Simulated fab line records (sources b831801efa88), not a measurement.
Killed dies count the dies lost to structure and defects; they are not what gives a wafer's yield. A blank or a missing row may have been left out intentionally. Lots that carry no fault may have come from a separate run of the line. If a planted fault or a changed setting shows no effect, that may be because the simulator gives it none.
Matching of chambers || flow gf180mcu || cmp-02 running GF_V5_CMP_04: 4 sister chambers
The step polishes SiO2. 14 wafers are shown with their chamber, then 7 later ones without.

== WAFERS WITH THEIR CHAMBER ==
{"wafer": "L687.1", "chamber": 1, "motorCurrentA (A)": 12.5, "edgeZonePressureFrac": 1.007}
{"wafer": "L687.2", "chamber": 2, "motorCurrentA (A)": 13.0, "edgeZonePressureFrac": 0.996}
{"wafer": "L687.4", "chamber": 0, "motorCurrentA (A)": 9.8, "edgeZonePressureFrac": 0.999}
{"wafer": "L690.2", "chamber": 3, "motorCurrentA (A)": 12.5, "edgeZonePressureFrac": 1.002}
{"wafer": "L690.3", "chamber": 1, "motorCurrentA (A)": 12.4, "edgeZonePressureFrac": 0.998}
{"wafer": "L690.5", "chamber": 3, "motorCurrentA (A)": 13.6, "edgeZonePressureFrac": 1.000}
{"wafer": "L691.3", "chamber": 0, "motorCurrentA (A)": 9.4, "edgeZonePressureFrac": 1.001}
{"wafer": "L691.4", "chamber": 3, "motorCurrentA (A)": 13.0, "edgeZonePressureFrac": 1.009}
{"wafer": "L691.5", "chamber": 2, "motorCurrentA (A)": 12.9, "edgeZonePressureFrac": 1.002}
{"wafer": "L694.3", "chamber": 1, "motorCurrentA (A)": 12.9, "edgeZonePressureFrac": 1.009}
{"wafer": "L694.4", "chamber": 0, "motorCurrentA (A)": 9.4, "edgeZonePressureFrac": 0.997}
{"wafer": "L694.5", "chamber": 2, "motorCurrentA (A)": 12.6, "edgeZonePressureFrac": 0.996}
{"wafer": "L705.1", "chamber": 3, "motorCurrentA (A)": 12.6, "edgeZonePressureFrac": 1.004}
{"wafer": "L705.2", "chamber": 1, "motorCurrentA (A)": 11.9, "edgeZonePressureFrac": 1.007}

SIGNATURES, as means of the wafers listed above
{"reading": "motorCurrentA", "chamber 0": 9.533, "chamber 1": 12.425, "chamber 2": 12.833, "chamber 3": 12.925, "scatter within a chamber": 0.381}
{"reading": "edgeZonePressureFrac", "chamber 0": 0.99900, "chamber 1": 1.00525, "chamber 2": 0.99800, "chamber 3": 1.00375, "scatter within a chamber": 0.00387}
Rule: for a wafer and a chamber, the distance is found by dividing, reading by reading, the gap between the wafer's reading and the chamber's mean by the reading's scatter, squaring, summing and taking the root. If the next closest chamber is less than 2 further off than the closest, the wafer can't be placed; otherwise it belongs to the closest. The scatter is the square root of a quotient: the sum, over the shown wafers, of each reading's squared deviation from its chamber's mean, divided by wafers minus chambers.

== WAFERS WITHOUT THEIR CHAMBER ==
{"wafer": "L705.3", "motorCurrentA (A)": 9.2, "edgeZonePressureFrac": 0.995}
{"wafer": "L707.4", "motorCurrentA (A)": 12.7, "edgeZonePressureFrac": 1.005}
{"wafer": "L707.5", "motorCurrentA (A)": 9.1, "edgeZonePressureFrac": 0.996}
{"wafer": "L707.6", "motorCurrentA (A)": 12.5, "edgeZonePressureFrac": 0.998}
{"wafer": "L709.1", "motorCurrentA (A)": 9.3, "edgeZonePressureFrac": 0.998}
{"wafer": "L709.5", "motorCurrentA (A)": 12.5, "edgeZonePressureFrac": 0.999}
{"wafer": "L709.6", "motorCurrentA (A)": 12.6, "edgeZonePressureFrac": 1.004}

== CHAMBER TAKEN BY EACH ==
{"wafer": "L705.3", "from the rows above": 0, "in truth": 0}
{"wafer": "L707.4", "from the rows above": "can't be placed: 3 or 1 or 2", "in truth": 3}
{"wafer": "L707.5", "from the rows above": 0, "in truth": 0}
{"wafer": "L707.6", "from the rows above": "can't be placed: 2 or 3 or 1", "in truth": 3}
{"wafer": "L709.1", "from the rows above": 0, "in truth": 0}
{"wafer": "L709.5", "from the rows above": "can't be placed: 2 or 1 or 3", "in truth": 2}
{"wafer": "L709.6", "from the rows above": "can't be placed: 1 or 3 or 2", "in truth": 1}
Placed correctly: 3 of 7. Can't be placed from these rows: 4 (the true chamber is among the candidates in 4). Placed wrongly: 0.
